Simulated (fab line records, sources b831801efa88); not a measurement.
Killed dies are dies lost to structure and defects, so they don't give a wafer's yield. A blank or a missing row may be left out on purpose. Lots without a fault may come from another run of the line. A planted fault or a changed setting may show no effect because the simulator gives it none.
fab line records | flow sky130
record lots=6 wafers=18 last_day=50
route steps=708 shown GATE_OXIDE@202 POLY_GATE@204 RES_PROTECT@206 LDD_N@237 PAD_OPEN@708
lots that met no fault: from a run of the same line without faults
start_h: hours from the record's first day to the start of the lot's first wafer shown | wait_h: hours since the lot's step before | " the same as in the row above | L1.1+2: a row that stands for several wafers | - no value, or no start given | * or withheld: withheld | < > ~ a bound
route shown NAME@n: a module of which the file shows steps, and the number in the route of the first | usual: mean/standard deviation of fault-free wafers | same: alike in all rows | chamber/n: place in a boat | sites: the reading at each site | _std_site: their standard deviation | _edge_site: outer sites' mean less inner sites' | radius_mm: how far each site lies from the wafer's centre | mask NAME#n: copy n | behind: the tool/chamber that last shaped the wafer | hold: why the lot was held/for how many hours/how that ended | device: the transistor (n, p or np) that didn't switch | end of line: the same wafers' tests at the end of the route | a step without rows: its recipe alone | killed: dies lost to structure and defects at the first sort, not the wafer's yield | map: a wafer's dies, x killed, . not, _ none there
set.NAME: the setting as run; set.NAME@STEP: as run at that earlier step | model.NAME: the simulator's own value behind a step, which no gauge read
lots at some steps of the route; a table a step, a row a wafer
services: from which hour (start_h, from the record's first day; less than 0 if before it) a tool's chamber was out of use, for how many hours, and why
## steps
# step SKY_GATE_OXIDE_CLEAN_15
# recipe chemistry=SC1/SC2 mix=1:4:20 temp_c=70 time_s=150 dry=n2_spin
# step SKY_GATE_OXIDE_OXIDATION_16
# recipe temp_c=800 ambient=O2 idle_temp_c=700 ramp_up_c_per_min=10 ramp_down_c_per_min=3 stabilise_s=600 purge_s=300 target_thk_a=35.7 ox_time_s=1915
# step SKY_POLY_GATE_CVD_00
# recipe material=poly-Si target_thk_nm=180 temp_c=620 time_s=720 pressure_mtorr=200
# step SKY_POLY_GATE_THK_MEAS_01
# recipe reads=poly-Si_of_POLY_GATE_CVD_00
# usual POLY_GATE_CVD_00_THK=179.0/1.6
# columns lot.wafer tool chamber start_h wait_h POLY_GATE_CVD_00_THK[nm]
L125.1 film_metro-03 - 355.64 0.0 181.2
L125.2 " - " " 181.6
L125.3 " - " " 180.7
L129.3 film_metro-03 - 390.09 0.0 175.5
L129.4 " - " " 177.1
L129.5 " - " " 177.2
L130.1 film_metro-03 - 402.10 0.0 179.6
L130.4 " - " " 179.0
L130.5 " - " " 178.0
L132.3 film_metro-01 - 414.96 0.0 181.1
L132.4 " - " " 180.3
L132.6 " - " " 180.5
L142.3 film_metro-01 - 501.96 0.0 178.9
L142.4 " - " " 178.5
L142.6 " - " " 178.5
L141.2 film_metro-03 - 506.76 0.0 179.3
L141.5 " - " " 179.3
L141.6 " - " " 177.9
# step SKY_RES_PROTECT_DEHYDRATE_00
# recipe temp_c=200 time_s=60
# step SKY_RES_PROTECT_HMDS_01
# recipe prime_time_s=60 prime_temp_c=120
# step SKY_RES_PROTECT_COAT_02
# recipe resist=NOVOLAK spin_rpm=3000 resist_thk_nm=1140
# step SKY_RES_PROTECT_SOFTBAKE_03
# recipe temp_c=90 time_s=60 resist=NOVOLAK
# step SKY_RES_PROTECT_EXPOSE_04
# recipe mask_id=RPM na=0.6 source_shape=conventional sigma_outer=0.6 polarization=unpolarized target_cd_nm=1270 dose_mj=131
# step SKY_RES_PROTECT_PEB_05
# recipe temp_c=withheld time_s=* resist=NOVOLAK
# step SKY_RES_PROTECT_DEVELOP_06
# recipe resist=NOVOLAK developer=TMAH develop_time_s=60 dev_temp_c=23
# step SKY_POLY_GATE_IMPLANT_02
# recipe species=P energy_kev=30 dose_cm2=7.7e+15 tilt_deg=0
# step SKY_RES_PROTECT_STRIP_07
# recipe chemistry=O2/N2 power_w=1400 pressure_mtorr=1500 platen_temp_c=withheld o2_flow_sccm=3000 n2_flow_sccm=300 overash_fraction=0.5
# usual drypump_motor_current_A=5.67/0.28 oes_product_au=0.517/0.0045 strip_time_to_endpoint_s=23.29/0.039
# columns lot.wafer tool chamber start_h wait_h drypump_motor_current_A oes_product_au rf_hours_counter_h strip_time_to_endpoint_s
L125.1 plasma_asher-04 1 383.61 0.1 5.28 0.517 65 23.28
L125.2 " 0 " " 5.66 0.513 65 23.27
L125.3 " 1 " " 5.35 0.518 - 23.29
L129.3 plasma_asher-03 1 419.86 0.1 5.97 0.516 - 23.34
L129.4 " 0 " " 5.43 0.525 - 23.34
L129.5 " 1 " " 5.98 0.515 - 23.33
L130.1 plasma_asher-03 1 432.17 0.1 5.94 0.514 64 23.31
L130.4 " 1 " " 5.95 0.520 - 23.38
L130.5 " 1 " " 5.97 0.519 - 23.35
L132.3 plasma_asher-03 0 445.34 0.1 5.45 0.517 - 23.32
L132.4 " 1 " " 5.98 0.522 - 23.29
L132.6 " 0 " " 5.48 0.517 - 23.31
L142.3 plasma_asher-04 1 531.76 0.1 5.32 0.512 - 23.28
L142.4 " 0 " " 5.68 0.512 - 23.29
L142.6 " 0 " " 5.66 0.519 - 23.28
L141.2 plasma_asher-04 0 537.12 0.1 5.63 0.508 81 23.28
L141.5 " 1 " " 5.34 0.516 - 23.30
L141.6 " 0 " " 5.60 0.522 - 23.29
# step SKY_RES_PROTECT_TW_MEAS_08
# usual POLY_GATE_TW=4065/24
# columns lot.wafer tool chamber start_h wait_h POLY_GATE_TW
L125.1 film_metro-01 - 383.71 0.1 4070
L125.2 " - " " 4043
L125.3 " - " " 4049
L129.3 film_metro-01 - 419.95 0.1 4028
L129.4 " - " " 4023
L129.5 " - " " 4047
L130.1 film_metro-04 - 432.27 0.1 4053
L130.4 " - " " 4040
L130.5 " - " " 4033
L132.3 film_metro-04 - 445.43 0.1 4032
L132.4 " - " " 4052
L132.6 " - " " 4026
L142.3 film_metro-01 - 531.85 0.1 4036
L142.4 " - " " 4094
L142.6 " - " " 4068
L141.2 film_metro-01 - 537.23 0.1 4061
L141.5 " - " " 4060
L141.6 " - " " 4037
# step SKY_RES_PROTECT_CLEAN_09
# recipe chemistry=SC1/SC2 mix=1:4:20 temp_c=70 time_s=150 dry=n2_spin
# step SKY_POLY_GATE_CVD_03
# recipe material=Si3N4 precursor=DCS/NH3 target_thk_nm=75 temp_c=770 time_s=1290 pressure_mtorr=250
# step SKY_POLY_GATE_THK_MEAS_04
# recipe reads=Si3N4_of_POLY_GATE_CVD_03
# usual POLY_GATE_CVD_03_THK=74.7/0.61
# columns lot.wafer tool chamber start_h wait_h POLY_GATE_CVD_03_THK[nm]
L125.1 film_metro-03 - 388.21 0.0 74.6
L125.2 " - " " 74.4
L125.3 " - " " 74.8
L129.3 film_metro-03 - 422.15 0.0 74.4
L129.4 " - " " 74.9
L129.5 " - " " 74.2
L130.1 film_metro-01 - 435.33 0.0 74.0
L130.4 " - " " 74.0
L130.5 " - " " 73.8
L132.3 film_metro-02 - 446.90 0.0 75.8
L132.4 " - " " 75.8
L132.6 " - " " 75.5
L142.3 film_metro-02 - 533.32 0.0 75.2
L142.4 " - " " 75.0
L142.6 " - " " 74.2
L141.2 film_metro-02 - 538.70 0.0 74.4
L141.5 " - " " 74.7
L141.6 " - " " 74.9
# step SKY_POLY_GATE_DEHYDRATE_05
# recipe temp_c=200 time_s=60
# step SKY_POLY_GATE_HMDS_06
# recipe prime_time_s=60 prime_temp_c=120
# step SKY_POLY_GATE_COAT_07
# recipe resist=BARC temp_c=withheld time_s=withheld spin_rpm=3000 resist_thk_nm=110
# step SKY_POLY_GATE_COAT_08
# recipe resist=KrF-thick spin_rpm=3000 resist_thk_nm=450
# step SKY_POLY_GATE_SOFTBAKE_09
# recipe temp_c=100 time_s=90 resist=KrF-thick
# step SKY_POLY_GATE_EXPOSE_10
# recipe mask_id=P1M na=0.68 source_shape=conventional sigma_outer=0.6 target_cd_nm=150 dose_mj=28
# step SKY_POLY_GATE_PEB_11
# recipe peb_temp_c=withheld peb_time_s=withheld resist=KrF-thick
# step SKY_POLY_GATE_DEVELOP_12
# recipe develop_time_s=60 resist=KrF-thick dev_temp_c=21
# step SKY_POLY_GATE_CD_MEAS_13
# recipe target_cd_nm=150
# usual cd_nm=150.3/1.5
# columns lot.wafer tool chamber start_h wait_h cd_nm
L125.1 cd_sem-01 - 417.08 - 153.2
L125.2 " - " " 151.4
L125.3 " - " " 151.7
L129.3 cd_sem-01 - 452.35 - 148.2
L129.4 " - " " 147.9
L129.5 " - " " 147.6
L130.1 cd_sem-01 - 466.63 - 151.7
L130.4 " - " " 150.0
L130.5 " - " " 150.6
L132.3 cd_sem-01 - 477.45 - 151.4
L132.4 " - " " 152.0
L132.6 " - " " 151.8
L142.3 cd_sem-01 - 563.21 - 152.6
L142.4 " - " " 151.3
L142.6 " - " " 154.5
L141.2 cd_sem-02 - 569.10 - 149.9
L141.5 " - " " 150.1
L141.6 " - " " 150.3
# step SKY_POLY_GATE_OVL_MEAS_14
# usual POLY_GATE_OVL=-2/4.7
# columns lot.wafer tool chamber start_h wait_h POLY_GATE_OVL[nm]
L125.1 overlay-02 - 417.20 0.1 8
L125.2 " - " " 5
L125.3 " - " " -4
L129.3 overlay-01 - 452.44 0.1 -1
L129.4 " - " " -5
L129.5 " - " " 0
L130.1 overlay-02 - 466.75 0.1 0
L130.4 " - " " -1
L130.5 " - " " -2
L132.3 overlay-02 - 477.54 0.1 8
L132.4 " - " " 1
L132.6 " - " " 6
L142.3 overlay-01 - 563.30 0.1 -6
L142.4 " - " " 1
L142.6 " - " " 0
L141.2 overlay-01 - 569.21 0.1 -5
L141.5 " - " " -4
L141.6 " - " " -9
# step SKY_POLY_GATE_ETCH_15
# recipe chemistry=N2/H2 target=BARC ion_energy_ev=200 source_w=500 bias_w=100 pressure_mtorr=30 n2_flow_sccm=100 h2_flow_sccm=200 stop_on=SiO2 time_s=118.5 target_depth_a=1100
# usual drypump_motor_current_A=5.8/0.57 oes_product_au=0.717/0.0048 throttle_valve_pct=13.213/0.0093
# columns lot.wafer tool chamber start_h wait_h drypump_motor_current_A oes_product_au rf_hours_counter_h throttle_valve_pct
L125.1 rie_diel-03 2 417.24 0.0 6.7 0.715 12 13.204
L125.2 " 3 " " 5.2 0.718 2 13.208
L125.3 " 0 " " 5.3 0.719 4 13.211
L129.3 rie_diel-01 3 452.46 0.0 5.4 0.720 3 13.198
L129.4 " 2 " " 5.7 0.718 83 13.206
L129.5 " 2 " " 5.7 0.715 - 13.234
L130.1 rie_diel-01 3 466.79 0.0 5.4 0.720 3 13.208
L130.4 " 2 " " 5.7 0.712 83 13.215
L130.5 " 2 " " 5.7 0.718 - 13.214
L132.3 rie_diel-03 3 477.56 0.0 5.2 0.714 3 13.201
L132.4 " 2 " " 6.7 0.726 13 13.228
L132.6 " 1 " " 6.5 0.716 - 13.221
L142.3 rie_diel-03 1 563.32 0.0 6.6 0.730 2 13.221
L142.4 " 3 " " 5.2 0.716 5 13.210
L142.6 " 0 " " 5.3 0.715 - 13.210
L141.2 rie_diel-02 0 569.24 0.0 5.5 0.720 2 13.205
L141.5 " 1 " " 5.0 0.714 - 13.216
L141.6 " 3 " " 6.6 0.707 - 13.198
# step SKY_POLY_GATE_ETCH_16
# recipe stop_on=poly-Si chemistry=CH3F/O2 target=Si3N4 source_w=400 bias_w=80 pressure_mtorr=25 ch3f_flow_sccm=40 O2_flow_sccm=30 time_s=147.5 target_depth_a=750
# usual drypump_motor_current_A=5.8/0.56 oes_product_au=0.639/0.0053 throttle_valve_pct=10.535/0.0093
# columns lot.wafer tool chamber start_h wait_h drypump_motor_current_A oes_product_au rf_hours_counter_h throttle_valve_pct
L125.1 rie_diel-03 2 417.32 0.0 6.7 0.636 12 10.519
L125.2 " 3 " " 5.2 0.640 2 10.524
L125.3 " 0 " " 5.3 0.644 4 10.540
L129.3 rie_diel-01 3 452.55 0.0 5.4 0.638 3 10.539
L129.4 " 2 " " 5.7 0.645 83 10.529
L129.5 " 2 " " 5.7 0.637 - 10.530
L130.1 rie_diel-01 3 466.87 0.0 5.4 0.634 3 10.527
L130.4 " 2 " " 5.7 0.640 83 10.554
L130.5 " 2 " " 5.7 0.632 - 10.536
L132.3 rie_diel-03 3 477.65 0.0 5.2 0.645 3 10.546
L132.4 " 2 " " 6.7 0.638 14 10.554
L132.6 " 1 " " 6.5 0.636 - 10.539
L142.3 rie_diel-03 1 563.40 0.0 6.6 0.636 2 10.546
L142.4 " 3 " " 5.2 0.637 5 10.532
L142.6 " 0 " " 5.2 0.641 - 10.520
L141.2 rie_diel-02 0 569.32 0.0 5.5 0.644 2 10.528
L141.5 " 1 " " 4.9 0.645 - 10.557
L141.6 " 3 " " 6.5 0.634 - 10.546
# step SKY_POLY_GATE_ETCH_17
# recipe target_depth_nm=180 stop_on=SiO2 over_etch_frac=0.56667 chemistry=HBr/Cl2 target=poly-Si icp_w=400 bias_w=100 pressure_mtorr=10 HBr_flow_sccm=150 Cl2_flow_sccm=50 time_s=70.5
# usual drypump_motor_current_A=5.8/0.37 oes_product_au=0.984/0.0072 throttle_valve_pct=33.684/0.0085
# same over_etch_frac=0.56667
# columns lot.wafer tool chamber start_h wait_h drypump_motor_current_A oes_product_au rf_hours_counter_h throttle_valve_pct
L125.1 rie_si-01 3 417.42 0.0 6.0 0.989 2 33.699
L125.2 " 2 " " 5.6 0.987 64 33.677
L125.3 " 1 " " 5.9 0.990 1 33.680
L129.3 rie_si-02 3 452.64 0.0 5.0 0.965 3 33.678
L129.4 " 2 " " 5.5 0.980 0 33.684
L129.5 " 2 " " 5.5 0.977 - 33.672
L130.1 rie_si-01 3 466.97 0.0 6.1 0.991 3 33.690
L130.4 " 3 " " 6.1 0.982 - 33.690
L130.5 " 0 " " 6.1 0.980 - 33.678
L132.3 rie_si-02 3 477.74 0.0 5.0 0.985 3 33.695
L132.4 " 1 " " 6.4 0.990 2 33.682
L132.6 " 0 " " 6.0 0.974 - 33.693
L142.3 rie_si-01 3 563.50 0.0 6.1 0.997 3 33.696
L142.4 " 2 " " 5.6 0.991 - 33.668
L142.6 " 3 " " 6.1 0.993 - 33.681
L141.2 rie_si-02 3 569.42 0.0 5.1 0.980 3 33.674
L141.5 " 2 " " 5.4 0.987 - 33.686
L141.6 " 1 " " 6.4 0.985 - 33.695
# step SKY_POLY_GATE_STRIP_18
# recipe chemistry=O2/N2 power_w=1400 pressure_mtorr=1500 platen_temp_c=withheld o2_flow_sccm=3000 n2_flow_sccm=300 overash_fraction=0.5
# usual drypump_motor_current_A=5.7/0.39 oes_product_au=0.361/0.0047 strip_time_to_endpoint_s=3.177/0.029
# columns lot.wafer tool chamber start_h wait_h drypump_motor_current_A oes_product_au rf_hours_counter_h strip_time_to_endpoint_s
L125.1 plasma_asher-03 0 417.47 0.0 5.5 0.357 61 3.194
L125.2 " 1 " " 6.0 0.355 61 3.180
L125.3 " 0 " " 5.5 0.366 - 3.184
L129.3 plasma_asher-03 1 452.73 0.1 6.0 0.356 - 3.211
L129.4 " 0 " " 5.4 0.359 - 3.211
L129.5 " 0 " " 5.5 0.353 - 3.211
L130.1 plasma_asher-03 1 467.02 0.0 5.9 0.367 68 3.203
L130.4 " 0 " " 5.5 0.369 - 3.197
L130.5 " 1 " " 6.0 0.361 - 3.233
L132.3 plasma_asher-02 1 477.83 0.1 4.9 0.361 - 3.177
L132.4 " 0 " " 6.0 0.370 - 3.230
L132.6 " 1 " " 4.9 0.364 - 3.241
L142.3 plasma_asher-01 1 563.59 0.1 6.2 0.366 - 3.173
L142.4 " 0 " " 5.5 0.358 - 3.127
L142.6 " 0 " " 5.5 0.366 - 3.170
L141.2 plasma_asher-01 1 569.47 0.0 6.1 0.354 14 3.159
L141.5 " 0 " " 5.5 0.355 - 3.144
L141.6 " 1 " " 6.1 0.362 - 3.126
# step SKY_POLY_GATE_CLEAN_19
# recipe chemistry=SC1/SC2 mix=1:4:20 temp_c=70 time_s=150 dry=n2_spin
# step SKY_POLY_GATE_OXIDATION_20
# recipe temp_c=850 ambient=O2 stabilise_s=600 purge_s=300 target_thk_a=40 ox_time_s=899
# step SKY_POLY_GATE_THK_MEAS_21
# recipe reads=SiO2_of_POLY_GATE_OXIDATION_20
# usual POLY_GATE_OXIDATION_THK=4.00/0.077
# columns lot.wafer tool chamber start_h wait_h POLY_GATE_OXIDATION_THK[nm]
L125.1 film_metro-02 - 418.92 0.0 4.11
L125.2 " - " " 4.04
L125.3 " - " " 4.05
L129.3 film_metro-03 - 454.12 0.0 4.00
L129.4 " - " " 4.00
L129.5 " - " " 3.96
L130.1 film_metro-02 - 468.70 0.0 4.03
L130.4 " - " " 4.05
L130.5 " - " " 4.02
L132.3 film_metro-03 - 479.22 0.0 4.00
L132.4 " - " " 3.96
L132.6 " - " " 3.96
L142.3 film_metro-02 - 564.98 0.0 4.03
L142.4 " - " " 4.06
L142.6 " - " " 3.98
L141.2 film_metro-01 - 570.88 0.0 4.10
L141.5 " - " " 4.00
L141.6 " - " " 4.03
# step SKY_POLY_GATE_CD_MEAS_22
# usual cd_nm=150.9/1.9
# columns lot.wafer tool chamber start_h wait_h cd_nm
L125.1 cd_sem-01 - 418.98 0.1 152.4
L125.2 " - " " 151.4
L125.3 " - " " 153.7
L129.3 cd_sem-01 - 454.22 0.1 149.1
L129.4 " - " " 146.4
L129.5 " - " " 145.8
L130.1 cd_sem-01 - 468.76 0.1 151.6
L130.4 " - " " 151.6
L130.5 " - " " 150.8
L132.3 cd_sem-01 - 479.32 0.1 152.4
L132.4 " - " " 153.1
L132.6 " - " " 154.0
L142.3 cd_sem-01 - 565.08 0.1 153.2
L142.4 " - " " 152.7
L142.6 " - " " 156.0
L141.2 cd_sem-01 - 570.96 0.1 152.2
L141.5 " - " " 149.4
L141.6 " - " " 149.8
# step SKY_LDD_N_DEHYDRATE_00
# recipe temp_c=200 time_s=60
# step SKY_LDD_N_HMDS_01
# recipe prime_time_s=60 prime_temp_c=120
# step SKY_LDD_N_COAT_02
# recipe resist=NOVOLAK spin_rpm=3000 resist_thk_nm=300
# step SKY_LDD_N_SOFTBAKE_03
# recipe temp_c=90 time_s=60 resist=NOVOLAK
# step SKY_LDD_N_EXPOSE_04
# recipe mask_id=NTM target_cd_nm=840 na=0.6 source_shape=conventional sigma_outer=0.6 dose_mj=110
# step SKY_LDD_N_PEB_05
# recipe temp_c=withheld time_s=* resist=NOVOLAK
# step SKY_LDD_N_DEVELOP_06
# recipe develop_time_s=60 dev_temp_c=23
# step SKY_PAD_OPEN_PROBE_99
# usual killed_at_M0_to_M3=44/6.9 killed_at_M4_up=3.1/1.7 killed_at_contacts=25/5.6 killed_at_front_end=14/4.3 killed_at_other=0.3/0.51 killed_dies=86/9.8 killed_open=47/6.5 killed_short=39/6.6
# same gross_dies=492 killed_at_back_side=0
# columns lot.wafer tool chamber start_h wait_h killed_at_M0_to_M3 killed_at_M4_up killed_at_contacts killed_at_front_end killed_at_other killed_dies killed_open killed_short
L125.1 prober-01 - 1116.51 0.1 52 4 28 19 0 103 61 42
L125.2 prober-01 - 1116.56 0.1 64 1 26 17 0 108 67 41
L125.3 prober-01 - 1116.61 0.2 45 2 23 12 0 82 45 37
L132.3 prober-01 - 1156.84 0.2 44 3 18 24 0 89 55 34
L132.4 prober-01 - 1156.89 0.2 46 6 28 17 0 97 54 43
L132.6 prober-01 - 1156.99 0.2 44 4 19 9 0 76 42 34
L142.3 prober-01 - 1205.95 0.2 41 4 25 13 18 101 44 39
L141.5 prober-02 - 1208.86 0.2 42 6 18 15 22 103 50 31
# killed by level:class
L125.1 VIA1:geometric_particle:open=19 VIA2:geometric_particle:open=9 CONTACT:geometric_particle:open=8 LI_CONTACT:geometric_particle:open=8 CONTACT:geometric_particle:short=7 POLY_GATE:geometric_particle:open=6 METAL2:geometric_particle:short=6 METAL1:geometric_particle:short=5
L125.2 VIA1:geometric_particle:open=15 VIA3:geometric_particle:open=13 CONTACT:geometric_particle:open=9 VIA1:geometric_particle:short=8 VIA2:geometric_particle:open=8 LI_CONTACT:geometric_particle:open=7 METAL2:geometric_particle:short=7 FIELD_ISO:geometric_particle:open=6
L125.3 CONTACT:geometric_particle:open=9 VIA2:geometric_particle:open=9 VIA1:geometric_particle:open=9 FIELD_ISO:geometric_particle:short=6 METAL2:geometric_particle:short=6 VIA3:geometric_particle:open=6 LOCAL_INTERCONNECT:geometric_particle:short=5 CONTACT:geometric_particle:short=5
L132.3 VIA1:geometric_particle:open=13 POLY_GATE:geometric_particle:open=9 CONTACT:geometric_particle:open=8 VIA3:geometric_particle:open=7 VIA2:geometric_particle:open=6 POLY_GATE:geometric_particle:short=5 FIELD_ISO:geometric_particle:open=4 LI_CONTACT:geometric_particle:open=4
L132.4 VIA1:geometric_particle:open=13 CONTACT:geometric_particle:short=9 VIA2:geometric_particle:open=9 LI_CONTACT:geometric_particle:open=8 CONTACT:geometric_particle:open=7 FIELD_ISO:geometric_particle:short=6 METAL1:geometric_particle:short=6 FIELD_ISO:geometric_particle:open=5
L132.6 VIA1:geometric_particle:open=12 CONTACT:geometric_particle:open=8 CONTACT:geometric_particle:short=6 VIA1:geometric_particle:short=6 METAL1:geometric_particle:short=5 METAL1:geometric_particle:open=5 FIELD_ISO:geometric_particle:open=4 VIA3:geometric_particle:open=4
L142.3 RES_PROTECT:unspecified=18 VIA2:geometric_particle:open=10 CONTACT:geometric_particle:short=7 VIA3:geometric_particle:open=7 VIA1:geometric_particle:open=6 LI_CONTACT:geometric_particle:open=6 LOCAL_INTERCONNECT:geometric_particle:short=6 CONTACT:geometric_particle:open=6
L141.5 RES_PROTECT:unspecified=22 VIA3:geometric_particle:open=12 LI_CONTACT:geometric_particle:open=8 VIA1:geometric_particle:open=6 VIA2:geometric_particle:open=6 FIELD_ISO:geometric_particle:short=5 POLY_GATE:geometric_particle:open=5 CONTACT:geometric_particle:open=5
# map L141.5 (x killed, . not)
__________......x..x_________
________........x.x..x_______
______..x..xx........x.._____
_____..x.......xxx.x.....____
____.........x............___
___x...xx....xx............__
__...x.x.......x......x.x..._
_.........................x..
_x......x............x.......
_.x......x.....x.x........x..
_................xx..........
_xx...xx...x................x
_......x...x..x..x.........x.
_........x..x.xx.....x.......
_.x...xx.......x.x....x...x.x
__xxx.....x..........xxxx..._
___...x.....xx.......x.xxxx__
____........x.......x.xxxx___
_____.........xxx.x.xxxxx____
______..x....x..xx..xxxx_____
________..x.......x..._______
__________x......x.._________
# map L142.3 (x killed, . not)
__________....xx..xx_________
________x..x.........x_______
______.................._____
_____.xxx......x...x.x.x.____
____....x.........x...x...___
___x..x...x.......x........__
__..........x...x.......xx.x_
_.x...........x...x...xx.....
_...x..x.x..x.x...x.....xx...
_...xx....x..x......x..x.....
_........x.x............xx...
_.x..............x...........
_......x..x..x....x.x........
_....x...x..x............x...
_......................xx....
__............xx.....xx..x.._
___..x........x.x....xxxx.x__
____....x..x........xxxxxx___
_____x...xxx.......xx.xxx____
______.......x.....x.xxx_____
________.x....x..x...._______
__________.x........_________
## services
# columns tool chamber start_h hours kind
rie_diel-03 1 393.82 9.3 repair
rie_diel-01 - 409.39 0.5 repair
plasma_asher-02 - 410.74 14.6 pm
plasma_asher-04 - 412.76 2.2 repair
plasma_asher-04 - 419.04 3.4 repair
plasma_asher-01 - 421.25 9.0 pm
plasma_asher-04 - 423.20 0.8 repair
rie_diel-01 2 431.79 2.5 repair
rie_diel-01 3 437.32 3.1 repair
rie_si-01 0 441.52 5.5 repair
rie_diel-01 - 453.17 0.2 repair
rie_diel-03 3 458.60 1.3 repair
rie_diel-03 - 469.85 0.1 repair
plasma_asher-04 - 485.10 2.8 pm
rie_diel-02 1 493.51 1.4 repair
plasma_asher-01 - 502.42 0.4 repair
plasma_asher-01 - 502.81 2.8 pm
rie_diel-03 1 504.86 14.1 repair
rie_diel-03 2 509.66 6.0 repair
rie_diel-01 - 515.26 0.2 repair
plasma_asher-03 - 524.78 6.5 repair
rie_si-01 0 561.28 6.2 repair
plasma_asher-04 - 563.32 2.1 repair
rie_diel-02 2 564.81 5.3 repair
## key
first_sign step=SKY_PAD_OPEN_PROBE_99 reading=killed_at_other direction=up sigmas=20 usual=0.3 struck=20
effect none on later readings
met_at SKY_RES_PROTECT_STRIP_07
struck_wafers L141.5,L142.3
tester_left_out L141,L142
onset_between 383.61 531.76
fault kind=chamber_particle_source tool=plasma_asher-04 chamber=1 onset_h=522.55 steps=SKY_RES_PROTECT_STRIP_07 rate_per_visit_cm2=0.3912 end_h=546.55
# tester_left_out: of these lots the tester's yield and bins aren't shown, on N5 and GAA mostly nor the transistor test; their killed dies are dies lost to structure and defects alone, not to doping, threshold or leakage, so they don't give the yield
